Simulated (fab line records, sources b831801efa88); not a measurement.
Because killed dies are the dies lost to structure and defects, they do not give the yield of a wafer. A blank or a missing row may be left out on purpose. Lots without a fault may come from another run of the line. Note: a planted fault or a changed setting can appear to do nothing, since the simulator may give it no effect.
fab line records	flow gf180mcu
record: lots: 14	wafers: 42	lastDay: 34
route steps=602 shown NSD@243 SAB@277 SALICIDE@286 V3@440
lots with no fault: from the same line, run without faults
startH: the number of hours between the record's first day and the start of the first shown wafer of the lot	waitH: how many hours have passed since the lot's step before this one	" same as the row above	L1.1+2: a row that stands for several wafers	- value missing, or start not given	* or withheld: withheld	< > ~ a bound
route shown NAME@n: names a module that has steps shown in the file, with the first one's number in the route	usual: the fault-free wafers' mean and standard deviation	same: alike in all rows	chamber/n: place in a boat	sites: per-site readings	_std_site: standard deviation of those values	_edge_site: the outer-site mean with the inner-site mean subtracted	radiusMm: how far each site lies from the wafer's centre	mask NAME#n: copy n	behind: the most recent tool/chamber to have shaped the wafer	hold: the reason the lot was held/the length of the hold in hours/how it ended	device: which transistor (n, p or np) failed to switch	end of line: at the end of the route, the tests of the same wafers	where a step has no rows: the recipe by itself	killed: dies lost to structure and defects at the first sort, not the wafer's yield	map: a wafer's dies, marking killed ones x, the rest . and places with no die _
set.NAME: the run value of the setting; set.NAME@STEP: its run value at that earlier step	model.NAME: the simulator's own value behind a step, which no gauge read
a sample of lots followed through the steps of the route, with each step as a table and each wafer as a row
services: a tool's chamber out of use, with start hour (startH, from the record's first day; less than 0 if before it), hours out, and reason
== steps ==
step: GF_NSD_OVL_MEAS_08
usual: NSD_OVL: -0.9/1.3
lot.wafer	tool	chamber	startH	waitH	NSD_OVL[nm]
L895.3	overlay-01	-	306.19	0.1	-2.0
L895.5	"	-	"	"	0.1
L895.6	"	-	"	"	-0.3
L896.1	overlay-01	-	313.73	0.1	-2.7
L896.2	"	-	"	"	-1.3
L896.5	"	-	"	"	-1.7
L897.1	overlay-01	-	322.48	0.1	-1.7
L897.3	"	-	"	"	1.3
L897.6	"	-	"	"	-1.5
L899.1	overlay-02	-	353.09	0.1	-1.7
L899.2	"	-	"	"	-3.0
L899.6	"	-	"	"	-0.5
L902.2	overlay-02	-	360.03	0.1	-1.5
L902.3	"	-	"	"	-2.9
L902.6	"	-	"	"	-1.3
L903.1	overlay-01	-	369.74	0.1	-2.3
L903.5	"	-	"	"	-1.1
L903.6	"	-	"	"	-0.6
L907.2	overlay-02	-	403.20	0.1	0.5
L907.3	"	-	"	"	-0.8
L907.4	"	-	"	"	0.0
L910.1	overlay-01	-	431.01	0.1	-1.3
L910.2	"	-	"	"	0.1
L910.6	"	-	"	"	-2.3
L912.2	overlay-02	-	445.17	0.1	-1.5
L912.3	"	-	"	"	-0.6
L912.5	"	-	"	"	0.6
L913.2	overlay-01	-	459.52	0.1	-0.1
L913.4	"	-	"	"	-1.3
L913.5	"	-	"	"	-0.3
L914.1	overlay-02	-	464.56	0.1	-2.4
L914.2	"	-	"	"	1.0
L914.4	"	-	"	"	-2.5
L915.1	overlay-01	-	465.79	0.1	0.5
L915.2	"	-	"	"	-2.0
L915.4	"	-	"	"	-1.7
L916.1	overlay-01	-	476.34	0.1	1.4
L916.3	"	-	"	"	0.2
L916.4	"	-	"	"	0.2
L917.1	overlay-01	-	491.92	0.1	-1.1
L917.3	"	-	"	"	-2.7
L917.6	"	-	"	"	-1.7
step: GF_SAB_STRIP_13
recipe: chemistry: O2/N2	powerW: 1400	pressureMtorr: 1500	platenTempC: 250	o2FlowSccm: 3000	n2FlowSccm: 300	overashFraction: 0.5
usual: chamberPressureMTorr: 1500.0/1.3	drypumpMotorCurrentA: 6.0/0.32	heaterPowerW: 375/55	o2FlowSccm: 3000/10	oesProductAu: 0.709/0.0043	platenTempC: 250.01/0.18	stripTimeToEndpointS: 12.59/0.036
lot.wafer	tool	chamber	startH	waitH	chamberPressureMTorr	drypumpMotorCurrentA	heaterPowerW	o2FlowSccm	oesProductAu	platenTempC	rfHoursCounterH	stripTimeToEndpointS
L895.3	plasmaAsher-01	1	348.83	0.0	1499.0	6.0	328	2995	0.710	249.93	-	12.58
L895.5	"	0	"	"	1500.1	5.6	364	2997	0.715	249.62	-	12.56
L895.6	"	1	"	"	1500.8	6.0	330	3004	0.709	249.90	-	12.53
L896.1	plasmaAsher-03	0	357.86	0.0	1498.8	5.5	433	2989	0.705	249.82	69	12.60
L896.2	"	1	"	"	1500.6	6.3	299	2990	0.711	250.08	69	12.63
L896.5	"	0	"	"	1497.3	5.5	424	2994	0.709	249.71	-	12.63
L897.1	plasmaAsher-02	1	367.15	0.0	1500.2	6.2	454	2999	0.711	249.72	25	12.61
L897.3	"	0	"	"	1500.0	6.3	378	2990	0.708	250.14	-	12.55
L897.6	"	0	"	"	1500.4	6.2	371	2999	0.709	249.98	-	12.59
L899.1	plasmaAsher-03	1	398.16	0.0	1501.1	6.3	311	2999	0.717	250.15	71	12.59
L899.2	"	0	"	"	1498.7	5.5	442	3020	0.712	250.26	71	12.59
L899.6	"	0	"	"	1501.1	5.5	434	3015	0.719	250.16	-	12.62
L902.2	plasmaAsher-01	0	407.10	0.0	1499.5	5.7	368	3009	0.706	249.86	79	12.60
L902.3	"	1	"	"	1502.9	6.1	327	2980	0.708	250.39	-	12.62
L902.6	"	0	"	"	1499.8	5.6	368	2995	0.712	249.90	-	12.61
L903.1	plasmaAsher-03	0	416.70	0.0	1499.8	5.6	435	3007	0.704	249.91	73	12.60
L903.5	"	0	"	"	1498.6	5.5	423	3003	0.706	249.86	-	12.54
L903.6	"	1	"	"	1499.8	6.3	312	3016	0.716	249.84	-	12.58
L907.2	plasmaAsher-03	0	451.54	0.0	1500.1	5.5	433	2998	0.708	250.31	77	12.61
L907.3	"	0	"	"	1502.1	5.5	447	3005	0.709	250.30	-	12.60
L907.4	"	1	"	"	1502.1	6.3	306	3003	0.709	249.93	-	12.60
L910.1	plasmaAsher-03	1	479.79	0.0	1499.7	6.3	308	3002	0.700	250.08	80	12.53
L910.2	"	0	"	"	1499.4	5.5	436	2996	0.705	249.78	80	12.54
L910.6	"	1	"	"	1501.4	6.3	313	2997	0.709	249.89	-	12.60
L912.2	plasmaAsher-01	0	494.66	0.0	1500.8	5.7	371	3014	0.702	249.75	7	12.61
L912.3	"	0	"	"	1499.0	5.7	366	3020	0.715	249.84	-	12.61
L912.5	"	1	"	"	1502.7	6.0	324	2973	0.712	250.04	-	12.60
L913.2	plasmaAsher-03	0	508.61	0.0	1499.4	5.5	438	3001	0.718	249.92	83	12.59
L913.4	"	0	"	"	1500.8	5.5	432	2992	0.708	250.01	-	12.58
L913.5	"	0	"	"	1501.0	5.5	447	3002	0.715	250.09	-	12.59
L914.1	plasmaAsher-02	0	513.31	0.0	1501.4	6.3	372	3000	0.711	249.92	40	12.59
L914.2	"	1	"	"	1498.8	6.2	459	2994	0.714	250.04	40	12.62
L914.4	"	1	"	"	1499.7	6.2	462	2992	0.712	249.82	-	12.61
L915.1	plasmaAsher-03	0	515.09	0.0	1499.2	5.5	434	3011	0.706	249.86	84	12.54
L915.2	"	1	"	"	1500.6	6.3	310	2995	0.711	250.11	84	12.54
L915.4	"	1	"	"	1499.6	6.3	310	3014	0.708	250.22	-	12.51
L916.1	plasmaAsher-01	0	524.41	0.0	1500.9	5.6	362	3015	0.714	250.06	10	12.69
L916.3	"	0	"	"	1499.5	5.7	380	3003	0.705	250.11	-	12.64
L916.4	"	1	"	"	1501.7	6.1	326	3001	0.707	250.06	-	12.64
L917.1	plasmaAsher-02	0	540.10	0.0	1499.1	6.3	365	3020	0.708	250.13	42	12.64
L917.3	"	1	"	"	1498.4	6.2	455	2998	0.718	249.89	-	12.63
L917.6	"	1	"	"	1499.3	6.2	454	2989	0.710	250.25	-	12.64
step: GF_SALICIDE_RTA_08
recipe: tempC: 800	timeS: 30	ambient: N2
usual: lampPowerPct: 16.53/0.06	wafer_temp_C_max: 804.4/1.7
lot.wafer	tool	chamber	startH	waitH	lampPowerPct	wafer_temp_C_max
L895.3	rtpAnneal-02	0	349.45	0.0	16.43	807.4
L895.5	"	0	"	"	16.44	806.2
L895.6	"	0	"	"	16.48	805.4
L896.1	rtpAnneal-02	0	358.48	0.0	16.43	807.3
L896.2	"	0	"	"	16.43	806.7
L896.5	"	0	"	"	16.45	804.8
L897.1	rtpAnneal-01	0	367.76	0.0	16.56	804.2
L897.3	"	0	"	"	16.57	802.7
L897.6	"	0	"	"	16.54	804.1
L899.1	rtpAnneal-01	0	398.78	0.0	16.58	802.6
L899.2	"	0	"	"	16.59	803.5
L899.6	"	0	"	"	16.57	803.0
L902.2	rtpAnneal-02	0	407.85	0.0	16.44	806.7
L902.3	"	0	"	"	16.47	805.6
L902.6	"	0	"	"	16.47	807.7
L903.1	rtpAnneal-02	0	417.31	0.0	16.45	809.4
L903.5	"	0	"	"	16.48	807.6
L903.6	"	0	"	"	16.45	805.4
L907.2	rtpAnneal-01	0	452.19	0.0	16.57	803.3
L907.3	"	0	"	"	16.58	802.7
L907.4	"	0	"	"	16.56	803.4
L910.1	rtpAnneal-02	0	480.40	0.0	16.44	805.1
L910.2	"	0	"	"	16.46	807.3
L910.6	"	0	"	"	16.42	805.1
L912.2	rtpAnneal-01	0	495.30	0.0	16.56	803.0
L912.3	"	0	"	"	16.57	803.1
L912.5	"	0	"	"	16.57	802.8
L913.2	rtpAnneal-02	0	509.24	0.0	16.47	806.5
L913.4	"	0	"	"	16.47	805.1
L913.5	"	0	"	"	16.45	805.5
L914.1	rtpAnneal-01	0	513.93	0.0	16.57	802.1
L914.2	"	0	"	"	16.58	802.9
L914.4	"	0	"	"	16.58	802.7
L915.1	rtpAnneal-01	0	515.70	0.0	16.56	802.8
L915.2	"	0	"	"	16.56	802.8
L915.4	"	0	"	"	16.58	803.8
L916.1	rtpAnneal-01	0	525.04	0.0	16.59	802.7
L916.3	"	0	"	"	16.56	802.5
L916.4	"	0	"	"	16.56	803.4
L917.1	rtpAnneal-01	0	540.71	0.0	16.56	803.5
L917.3	"	0	"	"	16.56	803.1
L917.6	"	0	"	"	16.58	803.9
step: GF_V3_EXPOSE_11
recipe: maskId: Via3	targetCdNm: 260	na: 0.68	sourceShape: conventional	sigmaOuter: 0.6	doseMj: 38
usual: exposureDoseMJCm2: 38.84/0.05	focusOffsetNm: 0.0/0.5
lot.wafer	tool	chamber	startH	waitH	mask	exposureDoseMJCm2	focusOffsetNm
L895.3	krfScanner-01	0	512.23	-	Via3#0	38.85	-0.2
L895.5	"	0	"	"	Via3#0	38.91	0.4
L895.6	"	0	"	"	Via3#0	38.82	-0.3
L896.1	krfScanner-01	0	520.64	-	Via3#0	38.90	-0.2
L896.2	"	0	"	"	Via3#0	38.90	-0.5
L896.5	"	0	"	"	Via3#0	38.89	-0.1
L897.1	krfScanner-01	0	531.49	-	Via3#0	38.85	-0.1
L897.3	"	0	"	"	Via3#0	38.89	0.2
L897.6	"	0	"	"	Via3#0	38.80	0.7
L899.1	krfScanner-02	0	559.91	-	Via3#0	38.80	0.7
L899.2	"	0	"	"	Via3#0	38.79	-0.5
L899.6	"	0	"	"	Via3#0	38.76	-0.7
L902.2	krfScanner-02	0	570.30	-	Via3#0	38.79	-0.2
L902.3	"	0	"	"	Via3#0	38.78	0.2
L902.6	"	0	"	"	Via3#0	38.79	-0.6
L903.1	krfScanner-02	0	577.44	-	Via3#0	38.83	-0.1
L903.5	"	0	"	"	Via3#0	38.76	-0.2
L903.6	"	0	"	"	Via3#0	38.74	-0.2
L907.2	krfScanner-01	0	610.34	-	Via3#0	38.83	-0.8
L907.3	"	0	"	"	Via3#0	38.87	-0.4
L907.4	"	0	"	"	Via3#0	38.89	-0.6
L910.1	krfScanner-01	-	634.68	-	Via3#0	-	-
L910.2	"	-	"	"	Via3#0	-	-
L910.6	"	-	"	"	Via3#0	-	-
L912.2	krfScanner-01	-	645.09	-	Via3#0	-	-
L912.3	"	-	"	"	Via3#0	-	-
L912.5	"	-	"	"	Via3#0	-	-
L913.2	krfScanner-02	0	659.31	-	Via3#0	38.75	0.6
L913.4	"	0	"	"	Via3#0	38.80	0.6
L913.5	"	0	"	"	Via3#0	38.80	0.0
L914.1	krfScanner-02	0	662.03	-	Via3#0	38.74	-0.2
L914.2	"	0	"	"	Via3#0	38.79	0.6
L914.4	"	0	"	"	Via3#0	38.82	-0.6
L915.1	krfScanner-01	0	663.20	-	Via3#0	38.90	-0.2
L915.2	"	0	"	"	Via3#0	38.87	-0.3
L915.4	"	0	"	"	Via3#0	38.92	0.4
L916.1	krfScanner-02	0	673.41	-	Via3#0	38.83	-0.2
L916.3	"	0	"	"	Via3#0	38.86	-0.4
L916.4	"	0	"	"	Via3#0	38.79	-0.1
L917.1	krfScanner-02	0	684.24	-	Via3#0	38.75	0.7
L917.3	"	0	"	"	Via3#0	38.79	-0.3
L917.6	"	0	"	"	Via3#0	38.78	-0.3
== services ==
tool	chamber	startH	hours	kind
plasmaAsher-03	-	362.87	14.6	pm
krfScanner-02	-	362.94	0.8	repair
krfScanner-02	-	367.32	0.8	pm
krfScanner-01	-	377.25	0.8	pm
krfScanner-01	-	384.17	3.6	pm
krfScanner-01	-	389.44	0.8	pm
krfScanner-02	-	398.83	1.0	pm
krfScanner-01	-	414.85	1.0	pm
krfScanner-01	-	433.12	0.5	repair
krfScanner-01	-	465.32	0.2	repair
krfScanner-02	-	474.14	1.3	pm
krfScanner-01	-	496.38	1.3	pm
krfScanner-02	-	536.12	0.8	pm
plasmaAsher-03	-	542.31	2.4	repair
krfScanner-02	-	546.21	1.5	repair
krfScanner-02	-	559.42	0.3	repair
krfScanner-02	-	567.74	1.0	pm
krfScanner-01	-	583.81	1.0	pm
krfScanner-02	-	603.99	3.0	pm
krfScanner-01	-	605.95	1.5	repair
krfScanner-01	-	615.56	0.3	repair
krfScanner-02	-	650.04	1.3	pm
rtpAnneal-01	-	664.27	5.2	pm
krfScanner-01	-	672.21	1.3	pm
== key ==
firstSign: step: GF_V3_EXPOSE_11	reading: toolRecord	direction: missing
effect none on later readings
metAt GF_V3_EXPOSE_11
struckLots L910,L912
laterRowsLeftOut L910.1,L910.2,L910.6,L912.2,L912.3,L912.5
sortLeftOut L910.1,L910.2,L910.6,L912.2,L912.3,L912.5
notActingAt GF_NSD_OVL_MEAS_08,GF_SAB_STRIP_13,GF_SALICIDE_RTA_08
onsetBetween 610.34 634.68
fault: kind: skippedStepWhole	tool: krfScanner-01	chamber: -	onsetH: 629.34	steps: GF_V3_EXPOSE_11	scope: struckLotsOnly
sortLeftOut: the simulated sort isn't trusted on such a fault, so these wafers' sort isn't shown, and their yield isn't known
laterRowsLeftOut: the simulator's readings of these wafers behind a module that went badly wrong aren't trusted and aren't shown, but for the sort
